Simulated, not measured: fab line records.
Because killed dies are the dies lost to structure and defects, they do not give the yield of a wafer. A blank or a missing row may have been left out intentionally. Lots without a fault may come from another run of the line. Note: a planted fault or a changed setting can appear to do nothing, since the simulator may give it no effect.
What tool caused it?	flow sky130	13 lots, 39 wafers sampled, at 2 steps of a route of 708

== WHAT THE GAUGES SHOWED, per wafer ==
SKY_LDD_P_CD_MEAS_07 targets a cd of 380 nm.
lot	measured	on	cd nm (nm)
L454	day 19 04:25	cd sem-02	380.3 378.3 379.6
L456	day 19 19:05	cd sem-02	382.8 384.5 386.9
L457	day 20 02:58	cd sem-02	379.8 380.7 379.0
L458	day 20 14:34	cd sem-02	377.6 377.2 378.0
L459	day 20 21:24	cd sem-02	381.5 380.2 380.1
L461	day 21 20:46	cd sem-01	375.8 374.2 374.0 375.4 374.3 373.9
L462	day 21 23:29	cd sem-01	378.7 379.8 380.3
L471	day 25 07:20	cd sem-01	380.0 379.8 378.4
L473	day 26 00:32	cd sem-02	376.8 374.6 376.2
L474	day 26 05:05	cd sem-02	380.5 381.3 380.1
L475	day 26 10:26	cd sem-02	381.5 379.4 378.3
L476	day 27 03:34	cd sem-01	382.4 380.3 383.7
L477	day 27 07:37	cd sem-01	384.5 379.3 381.2

== EACH LOT AND THE TOOL THAT RAN IT (in order: tool; ch and the chambers of the sampled wafers; start) ==
lot	SKY_LDD_P_DEVELOP_06
L454	litho track-01 ch 0, day 19 04:16
L456	litho track-04 ch 0, day 19 18:56
L457	litho track-01 ch 0, day 20 02:49
L458	litho track-02 ch 0, day 20 14:25
L459	litho track-02 ch 0, day 20 21:16
L461	litho track-01 ch 0, day 21 20:37
L462	litho track-04 ch 0, day 21 23:20
L471	litho track-04 ch 0, day 25 07:11
L473	litho track-04 ch 0, day 26 00:23
L474	litho track-01 ch 0, day 26 04:57
L475	litho track-01 ch 0, day 26 10:18
L476	litho track-02 ch 0, day 27 03:26
L477	litho track-01 ch 0, day 27 07:28
- SKY_LDD_P_DEVELOP_06: develop time 60 s.

== AS READ BY THE TOOLS THEMSELVES (means over the sampled wafers that have a number; for cases with no such wafer, the mark the record gives instead) ==
SKY_LDD_P_DEVELOP_06.
lot	tool	resist line temp C (C)
L454	litho track-01	22.87
L456	litho track-04	23.09
L457	litho track-01	22.96
L458	litho track-02	22.92
L459	litho track-02	22.84
L461	litho track-01	22.99
L462	litho track-04	22.91
L471	litho track-04	23.08
L473	litho track-04	23.09
L474	litho track-01	23.04
L475	litho track-01	22.96
L476	litho track-02	23.07
L477	litho track-01	23.13

== THE ANSWER, worked out from the rows above alone ==
Rule: the lots themselves supply what counts as usual. Put in order of their means at a reading, lots are off if they are a third of the lots or fewer, leave a main group of 4 or more, and stand apart from it by a gap of 3 or more times the standard deviation of the main group's means; of several such gaps the widest counts. Not used: any main group whose means are identical at the precision the tables above print for the reading. A lot without any number at a reading at which 4 lots or more have one is off too. Any other lot the step has rows for is counted as sound. The gauges are gone through in route order, then the tools' own readings, and for those a lot's mean is taken as printed above. At the first step where some lot is off, the reading lying furthest off is the one used; lots without a number count as furthest.
Across all readings shown, no lot is off: no conclusion can be drawn from this.

== WHAT WAS PUT IN BY THE SIMULATOR ==
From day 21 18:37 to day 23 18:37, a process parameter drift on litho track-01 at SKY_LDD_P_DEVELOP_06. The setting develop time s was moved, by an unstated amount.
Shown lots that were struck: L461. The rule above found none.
